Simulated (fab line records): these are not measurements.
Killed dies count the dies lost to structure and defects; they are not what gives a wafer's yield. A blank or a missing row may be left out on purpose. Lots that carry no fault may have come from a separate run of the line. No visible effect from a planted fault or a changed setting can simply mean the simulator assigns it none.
fab line records	flow sky130	part 1 of 2: steps 1 to 25 of 34
record: lots: 5	wafers: 15	last_day: 50
route steps=708 shown LOCAL_INTERCONNECT@390 CONTACT@406
lots that met no fault: from a run of the same line without faults
start_h: hours from the record's opening day to when the first of the lot's shown wafers began	wait_h: hours since the lot's step before	" identical to the entry in the row above	L1.1+2: a single row standing in for several wafers	- either no value or no given start	* or withheld: withheld	< > ~ a bound
route shown NAME@n: names a module that has steps shown in the file, with the first one's number in the route	usual: mean and standard deviation over wafers with no fault	same: alike in all rows	chamber/n: place in a boat	sites: each site's reading	_std_site: standard deviation across them	_edge_site: outer sites' mean less inner sites'	radius_mm: how far each site lies from the wafer's centre	mask NAME#n: copy n	behind: the last tool/chamber to shape the wafer	hold: why the lot was held/for how many hours/how that ended	device: whichever transistor did not switch (one of n, p or np)	end of line: the tests these same wafers got at the end of their route	a step given without rows: its recipe and nothing more	killed: count of dies lost to structure and defects at first sort (not the wafer's yield)	map: a wafer's dies, x killed, . not, _ none there
set.NAME: setting as actually run; set.NAME@STEP: the setting as run at that earlier step	model.NAME: the simulator's own value behind a step, which no gauge read
certain route steps with their lots: each step a table, each wafer a row
services: a tool's chamber out of use, with start hour (start_h, from the record's first day; less than 0 if before it), hours out, and reason
== steps ==
step: SKY_LOCAL_INTERCONNECT_DEHYDRATE_03
recipe: temp_c: 200	time_s: 60
usual: exhaust_pa: 44.9/0.8
lot.wafer	tool	chamber	start_h	wait_h	exhaust_pa
L076.1	litho_track-02	0	711.04	13.8	46.6
L076.3	"	0	"	"	45.9
L076.4	"	0	"	"	45.7
L083.1	litho_track-03	0	763.40	12.7	45.5
L083.2	"	0	"	"	44.0
L083.4	"	0	"	"	45.4
L084.3	litho_track-02	0	772.24	12.7	44.3
L084.4	"	0	"	"	44.8
L084.6	"	0	"	"	45.2
L086.1	litho_track-04	0	792.82	12.8	46.3
L086.4	"	0	"	"	46.4
L086.6	"	0	"	"	46.1
L095.2	litho_track-03	0	859.92	12.1	45.1
L095.4	"	0	"	"	44.9
L095.5	"	0	"	"	45.6
step: SKY_LOCAL_INTERCONNECT_HMDS_04
recipe: prime_time_s: 60	prime_temp_c: 120
usual: exhaust_pa: 44.9/0.87
lot.wafer	tool	chamber	start_h	wait_h	exhaust_pa
L076.1	litho_track-02	0	711.19	0.1	44.0
L076.3	"	0	"	"	44.5
L076.4	"	0	"	"	44.1
L083.1	litho_track-03	0	763.55	0.1	43.3
L083.2	"	0	"	"	44.9
L083.4	"	0	"	"	44.3
L084.3	litho_track-02	0	772.39	0.1	45.4
L084.4	"	0	"	"	43.2
L084.6	"	0	"	"	44.1
L086.1	litho_track-04	0	792.97	0.1	44.7
L086.4	"	0	"	"	45.6
L086.6	"	0	"	"	44.3
L095.2	litho_track-03	0	860.07	0.1	46.2
L095.4	"	0	"	"	46.0
L095.5	"	0	"	"	44.6
step: SKY_LOCAL_INTERCONNECT_COAT_05
recipe: resist: BARC	temp_c: withheld	time_s: withheld	spin_rpm: 3000	resist_thk_nm: 60
usual: exhaust_pa: 45.1/0.89
lot.wafer	tool	chamber	start_h	wait_h	exhaust_pa
L076.1	litho_track-02	0	711.34	0.1	44.0
L076.3	"	0	"	"	45.3
L076.4	"	0	"	"	45.1
L083.1	litho_track-03	0	763.70	0.1	44.9
L083.2	"	0	"	"	44.5
L083.4	"	0	"	"	44.4
L084.3	litho_track-02	0	772.54	0.1	44.2
L084.4	"	0	"	"	44.7
L084.6	"	0	"	"	43.5
L086.1	litho_track-04	0	793.12	0.1	45.9
L086.4	"	0	"	"	47.0
L086.6	"	0	"	"	44.7
L095.2	litho_track-03	0	860.22	0.1	44.5
L095.4	"	0	"	"	45.8
L095.5	"	0	"	"	44.0
step: SKY_LOCAL_INTERCONNECT_COAT_06
recipe: resist: KrF-thick	spin_rpm: 3000	resist_thk_nm: 450
usual: exhaust_pa: 45.0/0.91
lot.wafer	tool	chamber	start_h	wait_h	exhaust_pa
L076.1	litho_track-02	0	-	-	44.8
L076.3	"	0	"	"	44.8
L076.4	"	0	"	"	45.0
L083.1	litho_track-03	0	-	-	45.2
L083.2	"	0	"	"	44.6
L083.4	"	0	"	"	44.1
L084.3	litho_track-02	0	-	-	45.3
L084.4	"	0	"	"	46.4
L084.6	"	0	"	"	45.7
L086.1	litho_track-04	0	-	-	44.7
L086.4	"	0	"	"	45.7
L086.6	"	0	"	"	44.8
L095.2	litho_track-03	0	-	-	48.0
L095.4	"	0	"	"	45.9
L095.5	"	0	"	"	47.0
step: SKY_LOCAL_INTERCONNECT_SOFTBAKE_07
recipe: temp_c: 100	time_s: 90	resist: KrF-thick
usual: exhaust_pa: 45.1/0.84
lot.wafer	tool	chamber	start_h	wait_h	exhaust_pa
L076.1	litho_track-02	0	-	-	44.8
L076.3	"	0	"	"	44.4
L076.4	"	0	"	"	44.0
L083.1	litho_track-03	0	-	-	44.9
L083.2	"	0	"	"	44.7
L083.4	"	0	"	"	45.4
L084.3	litho_track-02	0	-	-	46.9
L084.4	"	0	"	"	47.9
L084.6	"	0	"	"	46.4
L086.1	litho_track-04	0	-	-	45.5
L086.4	"	0	"	"	44.5
L086.6	"	0	"	"	44.1
L095.2	litho_track-03	0	-	-	45.4
L095.4	"	0	"	"	44.6
L095.5	"	0	"	"	45.9
step: SKY_LOCAL_INTERCONNECT_EXPOSE_08
recipe: mask_id: LI1M	na: 0.8	source_shape: annular	sigma_inner: 0.55	sigma_outer: 0.85	target_cd_nm: 170	dose_mj: 28
usual: focus_offset_nm: 0.2/0.5	reticle_temp_C: 23.03/0.11
same: sigma_outer: 0.85
lot.wafer	tool	chamber	start_h	wait_h	mask	focus_offset_nm	reticle_temp_C
L076.1	krf_scanner-01	0	-	-	LI1M#0	1.3	23.05
L076.3	"	0	"	"	LI1M#0	0.8	22.94
L076.4	"	0	"	"	LI1M#0	-0.2	23.11
L083.1	krf_scanner-02	0	-	-	LI1M#0	0.2	22.85
L083.2	"	0	"	"	LI1M#0	0.3	23.04
L083.4	"	0	"	"	LI1M#0	0.1	23.07
L084.3	krf_scanner-01	0	-	-	LI1M#0	0.5	23.05
L084.4	"	0	"	"	LI1M#0	-0.7	23.02
L084.6	"	0	"	"	LI1M#0	-0.1	22.97
L086.1	krf_scanner-02	0	-	-	LI1M#0	0.3	23.02
L086.4	"	0	"	"	LI1M#0	0.3	23.01
L086.6	"	0	"	"	LI1M#0	-0.1	23.05
L095.2	krf_scanner-02	0	-	-	LI1M#0	0.5	23.01
L095.4	"	0	"	"	LI1M#0	1.1	23.08
L095.5	"	0	"	"	LI1M#0	0.2	23.11
step: SKY_LOCAL_INTERCONNECT_PEB_09
recipe: peb_temp_c: withheld	peb_time_s: withheld	resist: KrF-thick
usual: exhaust_pa: 45.2/0.87
lot.wafer	tool	chamber	start_h	wait_h	exhaust_pa
L076.1	litho_track-02	0	-	-	44.6
L076.3	"	0	"	"	43.9
L076.4	"	0	"	"	44.9
L083.1	litho_track-04	0	-	-	44.5
L083.2	"	0	"	"	44.2
L083.4	"	0	"	"	43.9
L084.3	litho_track-03	0	-	-	44.9
L084.4	"	0	"	"	44.7
L084.6	"	0	"	"	44.8
L086.1	litho_track-02	0	-	-	45.1
L086.4	"	0	"	"	44.2
L086.6	"	0	"	"	45.2
L095.2	litho_track-03	0	-	-	44.7
L095.4	"	0	"	"	44.9
L095.5	"	0	"	"	44.8
step: SKY_LOCAL_INTERCONNECT_DEVELOP_10
recipe: develop_time_s: 60	resist: KrF-thick	dev_temp_c: 21
usual: exhaust_pa: 44.7/0.85
lot.wafer	tool	chamber	start_h	wait_h	exhaust_pa
L076.1	litho_track-02	0	-	-	45.4
L076.3	"	0	"	"	44.9
L076.4	"	0	"	"	45.1
L083.1	litho_track-04	0	-	-	44.1
L083.2	"	0	"	"	43.8
L083.4	"	0	"	"	45.5
L084.3	litho_track-03	0	-	-	43.9
L084.4	"	0	"	"	44.6
L084.6	"	0	"	"	43.5
L086.1	litho_track-02	0	-	-	44.1
L086.4	"	0	"	"	44.3
L086.6	"	0	"	"	46.3
L095.2	litho_track-03	0	-	-	44.7
L095.4	"	0	"	"	45.1
L095.5	"	0	"	"	44.6
step: SKY_LOCAL_INTERCONNECT_CD_MEAS_11
recipe: target_cd_nm: 170
usual: cd_nm: 169.5/1.4
lot.wafer	tool	chamber	start_h	wait_h	cd_nm
L076.1	cd_sem-01	-	725.54	-	169.3
L076.3	"	-	"	"	168.4
L076.4	"	-	"	"	169.2
L083.1	cd_sem-01	-	777.52	-	169.5
L083.2	"	-	"	"	170.2
L083.4	"	-	"	"	171.0
L084.3	cd_sem-01	-	787.14	-	169.5
L084.4	"	-	"	"	168.5
L084.6	"	-	"	"	169.3
L086.1	cd_sem-01	-	806.67	-	170.3
L086.4	"	-	"	"	171.6
L086.6	"	-	"	"	169.6
L095.2	cd_sem-01	-	873.87	-	167.7
L095.4	"	-	"	"	167.6
L095.5	"	-	"	"	167.0
step: SKY_LOCAL_INTERCONNECT_OVL_MEAS_12
usual: LOCAL_INTERCONNECT_OVL: -1/5.3
lot.wafer	tool	chamber	start_h	wait_h	LOCAL_INTERCONNECT_OVL[nm]
L076.1	overlay-02	-	725.66	0.1	-3
L076.3	"	-	"	"	4
L076.4	"	-	"	"	-2
L083.1	overlay-02	-	777.64	0.1	-5
L083.2	"	-	"	"	-1
L083.4	"	-	"	"	5
L084.3	overlay-02	-	787.23	0.1	-1
L084.4	"	-	"	"	-2
L084.6	"	-	"	"	-4
L086.1	overlay-02	-	806.79	0.1	3
L086.4	"	-	"	"	-1
L086.6	"	-	"	"	0
L095.2	overlay-01	-	873.97	0.1	-2
L095.4	"	-	"	"	-6
L095.5	"	-	"	"	-5
step: SKY_LOCAL_INTERCONNECT_ETCH_13
recipe: chemistry: N2/H2	target: BARC	ion_energy_ev: 200	bias_w: 100	pressure_mtorr: 30	n2_flow_sccm: 100	h2_flow_sccm: 200	icp_w: 500	stop_on: SiO2	time_s: 45.9	target_depth_a: 600
usual: drypump_motor_current_A: 5.7/0.55	oes_product_au: 0.854/0.005	throttle_valve_pct: 13.225/0.0096
lot.wafer	tool	chamber	start_h	wait_h	drypump_motor_current_A	oes_product_au	rf_hours_counter_h	throttle_valve_pct
L076.1	rie_metal-03	0	725.70	0.0	6.2	0.856	15	13.224
L076.3	"	0	"	"	6.3	0.853	-	13.223
L076.4	"	0	"	"	6.2	0.855	-	13.243
L083.1	rie_metal-03	1	777.67	0.0	5.0	0.851	3	13.236
L083.2	"	0	"	"	6.2	0.851	0	13.209
L083.4	"	1	"	"	5.1	0.852	-	13.226
L084.3	rie_metal-03	1	787.27	0.0	5.0	0.851	-	13.227
L084.4	"	0	"	"	6.2	0.850	-	13.220
L084.6	"	0	"	"	6.2	0.851	-	13.210
L086.1	rie_metal-03	0	806.82	0.0	6.2	0.857	1	13.214
L086.4	"	0	"	"	6.2	0.853	-	13.244
L086.6	"	0	"	"	6.2	0.856	-	13.225
L095.2	rie_metal-01	1	874.00	0.0	5.3	0.850	3	13.216
L095.4	"	1	"	"	5.3	0.855	-	13.243
L095.5	"	0	"	"	5.4	0.864	-	13.238
step: SKY_LOCAL_INTERCONNECT_METAL_ETCH_14
recipe: target_depth_nm: 110	stop_on: PSG	chemistry: Cl2/BCl3	target: TiN	resist_sidewall_deg: 88	pressure_mtorr: 10	icp_w: 900	bias_w: 48.5	Cl2_flow_sccm: 60	bcl3_flow_sccm: 30	time_s: 31.4
usual: drypump_motor_current_A: 5.7/0.54	oes_product_au: 0.938/0.0074	throttle_valve_pct: 21.904/0.0097
lot.wafer	tool	chamber	start_h	wait_h	drypump_motor_current_A	oes_product_au	rf_hours_counter_h	throttle_valve_pct
L076.1	rie_metal-03	0	725.83	0.1	6.2	0.941	15	21.893
L076.3	"	0	"	"	6.2	0.938	-	21.903
L076.4	"	0	"	"	6.2	0.945	-	21.905
L083.1	rie_metal-03	1	777.74	0.0	5.0	0.937	3	21.911
L083.2	"	0	"	"	6.2	0.937	0	21.915
L083.4	"	1	"	"	5.0	0.926	-	21.908
L084.3	rie_metal-03	1	787.33	0.0	5.0	0.935	-	21.900
L084.4	"	0	"	"	6.2	0.934	-	21.929
L084.6	"	0	"	"	6.2	0.935	-	21.906
L086.1	rie_metal-03	0	806.89	0.0	6.3	0.923	1	21.908
L086.4	"	0	"	"	6.2	0.926	-	21.918
L086.6	"	0	"	"	6.2	0.929	-	21.917
L095.2	rie_metal-01	1	874.07	0.0	5.4	0.954	3	21.889
L095.4	"	1	"	"	5.4	0.941	-	21.897
L095.5	"	0	"	"	5.4	0.949	-	21.883
step: SKY_LOCAL_INTERCONNECT_STRIP_15
recipe: chemistry: O2/N2	power_w: 1400	pressure_mtorr: 1500	platen_temp_c: withheld	o2_flow_sccm: 3000	n2_flow_sccm: 300	overash_fraction: 0.5
usual: drypump_motor_current_A: 5.8/0.44	oes_product_au: 0.427/0.0046	strip_time_to_endpoint_s: 4.714/0.022
lot.wafer	tool	chamber	start_h	wait_h	drypump_motor_current_A	oes_product_au	rf_hours_counter_h	strip_time_to_endpoint_s
L076.1	plasma_asher-02	0	725.93	0.1	5.9	0.426	58	4.722
L076.3	"	0	"	"	5.9	0.427	-	4.710
L076.4	"	1	"	"	5.5	0.426	-	4.689
L083.1	plasma_asher-01	0	777.79	0.0	4.9	0.429	33	4.692
L083.2	"	1	"	"	6.3	0.424	33	4.685
L083.4	"	1	"	"	6.3	0.424	-	4.695
L084.3	plasma_asher-03	0	787.40	0.1	6.3	0.431	-	4.715
L084.4	"	1	"	"	5.7	0.422	-	4.706
L084.6	"	0	"	"	6.3	0.426	-	4.707
L086.1	plasma_asher-02	1	806.94	0.0	5.5	0.428	67	4.659
L086.4	"	1	"	"	5.5	0.422	-	4.653
L086.6	"	0	"	"	5.9	0.415	-	4.674
L095.2	plasma_asher-02	1	874.12	0.0	5.5	0.430	74	4.754
L095.4	"	1	"	"	5.5	0.425	-	4.763
L095.5	"	1	"	"	5.5	0.434	-	4.747
step: SKY_LOCAL_INTERCONNECT_STRIP_16
recipe: chemistry: post_etch_residue_remover	time_s: 1200	temp_c: 72.5
usual: bath_heat_duty_pct: 13.6/1.6
lot.wafer	tool	chamber	start_h	wait_h	bath_heat_duty_pct
L076.1	wet_bench-03	1	726.03	0.1	11.9
L076.3	"	1	"	"	11.9
L076.4	"	1	"	"	11.0
L083.1	wet_bench-03	0	777.89	0.1	18.4
L083.2	"	0	"	"	16.4
L083.4	"	0	"	"	17.2
L084.3	wet_bench-02	2	787.47	0.0	15.3
L084.4	"	2	"	"	13.2
L084.6	"	2	"	"	14.0
L086.1	wet_bench-02	0	807.04	0.1	12.0
L086.4	"	0	"	"	12.5
L086.6	"	0	"	"	12.5
L095.2	wet_bench-03	2	874.22	0.1	16.7
L095.4	"	2	"	"	15.2
L095.5	"	2	"	"	15.4
step: SKY_LOCAL_INTERCONNECT_CLEAN_17
recipe: chemistry: IPA	time_s: 180	temp_c: 25
usual: bath_heat_duty_pct: 5.9/0.92
lot.wafer	tool	chamber	start_h	wait_h	bath_heat_duty_pct
L076.1	wet_bench-01	2	726.40	0.0	4.7
L076.3	"	2	"	"	5.5
L076.4	"	2	"	"	5.4
L083.1	wet_bench-01	2	778.26	0.0	5.8
L083.2	"	2	"	"	5.0
L083.4	"	2	"	"	6.3
L084.3	wet_bench-01	3	787.87	0.0	5.3
L084.4	"	3	"	"	5.4
L084.6	"	3	"	"	4.8
L086.1	wet_bench-01	2	807.41	0.0	5.7
L086.4	"	2	"	"	5.1
L086.6	"	2	"	"	5.2
L095.2	wet_bench-02	2	874.56	0.0	5.2
L095.4	"	2	"	"	6.3
L095.5	"	2	"	"	6.9
step: SKY_LOCAL_INTERCONNECT_CLEAN_18
recipe: chemistry: O3/DIW	dry: n2_spin
lot.wafer	tool	chamber	start_h	wait_h
L076.1+3+4	wet_bench-02	2	726.47	0.0
L083.1+2+4	wet_bench-03	2	778.32	0.0
L084.3+4+6	wet_bench-03	1	787.93	0.0
L086.1+4+6	wet_bench-03	0	807.47	0.0
L095.2+4+5	wet_bench-03	0	874.62	0.0
step: SKY_CONTACT_CVD_00
recipe: material: Si3N4	target_thk_nm: 75	temp_c: 400	time_s: withheld	rf_w: 450
usual: heater_power_w: 752/79
lot.wafer	tool	chamber	start_h	wait_h	heater_power_w
L076.1	pecvd-02	2	726.56	0.0	680
L076.3	"	0	"	"	705
L076.4	"	1	"	"	799
L083.1	pecvd-04	0	778.42	0.0	875
L083.2	"	2	"	"	847
L083.4	"	2	"	"	842
L084.3	pecvd-02	0	788.03	0.0	697
L084.4	"	2	"	"	661
L084.6	"	0	"	"	684
L086.1	pecvd-04	2	807.56	0.0	730
L086.4	"	2	"	"	742
L086.6	"	1	"	"	741
L095.2	pecvd-02	2	874.71	0.0	600
L095.4	"	0	"	"	719
L095.5	"	1	"	"	906
step: SKY_CONTACT_THK_MEAS_01
recipe: reads: Si3N4_of_CONTACT_CVD_00
usual: CONTACT_CVD_00_THK: 75.3/0.96
lot.wafer	tool	chamber	start_h	wait_h	CONTACT_CVD_00_THK[nm]
L076.1	film_metro-03	-	726.60	-	75.9
L076.3	"	-	"	"	75.1
L076.4	"	-	"	"	74.9
L083.1	film_metro-03	-	778.45	-	74.6
L083.2	"	-	"	"	75.4
L083.4	"	-	"	"	75.6
L084.3	film_metro-02	-	788.08	-	74.5
L084.4	"	-	"	"	76.6
L084.6	"	-	"	"	76.7
L086.1	film_metro-03	-	807.59	-	74.6
L086.4	"	-	"	"	76.7
L086.6	"	-	"	"	74.9
L095.2	film_metro-04	-	874.76	-	73.7
L095.4	"	-	"	"	75.3
L095.5	"	-	"	"	75.3
step: SKY_CONTACT_HDPCVD_02
recipe: material: SiO2	target_thk_nm: 565	sigma_open_frac: 0.3	time_s: 94.2	temp_c: 600	sih4_flow_sccm: 60	pressure_mtorr: 6
lot.wafer	tool	chamber	start_h	wait_h
L076.1+3+4	hdpcvd-01	1,0,1	726.66	0.1
L083.1+2+4	hdpcvd-02	0,1,2	778.51	0.1
L084.3+4+6	hdpcvd-01	2,2,1	788.12	0.0
L086.1+4+6	hdpcvd-01	2,2,0	807.65	0.1
L095.2+4+5	hdpcvd-02	0,1,0	874.81	0.0
step: SKY_CONTACT_THK_MEAS_03
recipe: reads: SiO2_of_CONTACT_HDPCVD_02
usual: CONTACT_HDPCVD_THK: 565/6.4
lot.wafer	tool	chamber	start_h	wait_h	CONTACT_HDPCVD_THK[nm]
L076.1	film_metro-02	-	726.73	0.0	575
L076.3	"	-	"	"	569
L076.4	"	-	"	"	573
L083.1	film_metro-04	-	778.58	0.0	569
L083.2	"	-	"	"	565
L083.4	"	-	"	"	564
L084.3	film_metro-03	-	788.21	0.1	563
L084.4	"	-	"	"	571
L084.6	"	-	"	"	561
L086.1	film_metro-04	-	807.72	0.0	561
L086.4	"	-	"	"	564
L086.6	"	-	"	"	566
L095.2	film_metro-02	-	874.89	0.0	576
L095.4	"	-	"	"	557
L095.5	"	-	"	"	569
step: SKY_CONTACT_CMP_04
recipe: material: SiO2	down_force_psi: 4	platen_rpm: 60	pad_velocity_m_s: 0.94248
usual: motor_current_A: 11.6/0.93	time_to_endpoint_s: 82/4.1
lot.wafer	tool	chamber	start_h	wait_h	motor_current_A	time_to_endpoint_s
L076.1	cmp-01	1	726.79	0.1	11.6	85
L076.4	"	2	"	"	12.5	80
L076.3	"	3	"	"	10.9	85
L083.2	cmp-01	2	778.64	0.0	12.5	78
L083.1	"	0	"	"	11.4	85
L083.4	"	1	"	"	11.9	87
L084.3	cmp-01	1	788.38	0.2	11.7	83
L084.4	"	2	"	"	11.7	80
L084.6	"	1	"	"	11.8	82
L086.1	cmp-01	1	807.88	0.1	12.1	77
L086.4	"	2	"	"	12.5	76
L086.6	"	3	"	"	10.5	85
L095.4	cmp-02	0	875.04	0.1	11.8	74
L095.2	"	1	"	"	9.9	84
L095.5	"	2	"	"	11.1	73
step: SKY_CONTACT_BOW_MEAS_05
recipe: mode: bow
usual: CONTACT_BOW: 80/6.9
lot.wafer	tool	chamber	start_h	wait_h	CONTACT_BOW[um]
L076.1	film_metro-04	-	727.09	0.2	68
L076.3	"	-	"	"	80
L076.4	"	-	"	"	79
L083.1	film_metro-02	-	778.94	0.1	67
L083.2	"	-	"	"	88
L083.4	"	-	"	"	89
L084.3	film_metro-04	-	788.72	0.3	79
L084.4	"	-	"	"	84
L084.6	"	-	"	"	89
L086.1	film_metro-04	-	808.08	0.1	87
L086.4	"	-	"	"	75
L086.6	"	-	"	"	79
L095.2	film_metro-03	-	875.26	0.1	65
L095.4	"	-	"	"	72
L095.5	"	-	"	"	65
step: SKY_CONTACT_DEHYDRATE_06
recipe: temp_c: 200	time_s: 60
usual: exhaust_pa: 44.7/0.89
lot.wafer	tool	chamber	start_h	wait_h	exhaust_pa
L076.1	litho_track-04	0	739.77	12.7	43.6
L076.3	"	0	"	"	44.2
L076.4	"	0	"	"	44.5
L083.1	litho_track-01	0	791.69	12.7	44.2
L083.2	"	0	"	"	44.4
L083.4	"	0	"	"	43.4
L084.3	litho_track-02	0	801.59	12.9	44.6
L084.4	"	0	"	"	43.7
L084.6	"	0	"	"	44.7
L086.1	litho_track-02	0	820.99	12.9	45.7
L086.4	"	0	"	"	45.5
L086.6	"	0	"	"	45.7
L095.2	litho_track-04	0	887.74	12.5	44.8
L095.4	"	0	"	"	44.6
L095.5	"	0	"	"	44.8
step: SKY_CONTACT_HMDS_07
recipe: prime_time_s: 60	prime_temp_c: 120
usual: exhaust_pa: 45.0/0.96
lot.wafer	tool	chamber	start_h	wait_h	exhaust_pa
L076.1	litho_track-04	0	739.92	0.1	45.1
L076.3	"	0	"	"	44.6
L076.4	"	0	"	"	44.7
L083.1	litho_track-01	0	791.84	0.1	45.0
L083.2	"	0	"	"	45.1
L083.4	"	0	"	"	45.5
L084.3	litho_track-02	0	801.74	0.1	44.6
L084.4	"	0	"	"	45.5
L084.6	"	0	"	"	45.8
L086.1	litho_track-02	0	821.14	0.1	45.9
L086.4	"	0	"	"	45.5
L086.6	"	0	"	"	46.1
L095.2	litho_track-04	0	887.89	0.1	46.0
L095.4	"	0	"	"	45.5
L095.5	"	0	"	"	46.9
step: SKY_CONTACT_COAT_08
recipe: resist: BARC	temp_c: withheld	time_s: withheld	spin_rpm: 3000	resist_thk_nm: 60
usual: exhaust_pa: 45.1/0.91
lot.wafer	tool	chamber	start_h	wait_h	exhaust_pa
L076.1	litho_track-04	0	740.07	0.1	44.7
L076.3	"	0	"	"	46.0
L076.4	"	0	"	"	47.8
L083.1	litho_track-01	0	791.99	0.1	45.4
L083.2	"	0	"	"	44.8
L083.4	"	0	"	"	43.8
L084.3	litho_track-02	0	801.89	0.1	46.2
L084.4	"	0	"	"	45.4
L084.6	"	0	"	"	45.8
L086.1	litho_track-02	0	821.29	0.1	44.4
L086.4	"	0	"	"	45.5
L086.6	"	0	"	"	45.0
L095.2	litho_track-04	0	888.04	0.1	46.7
L095.4	"	0	"	"	44.8
L095.5	"	0	"	"	46.3
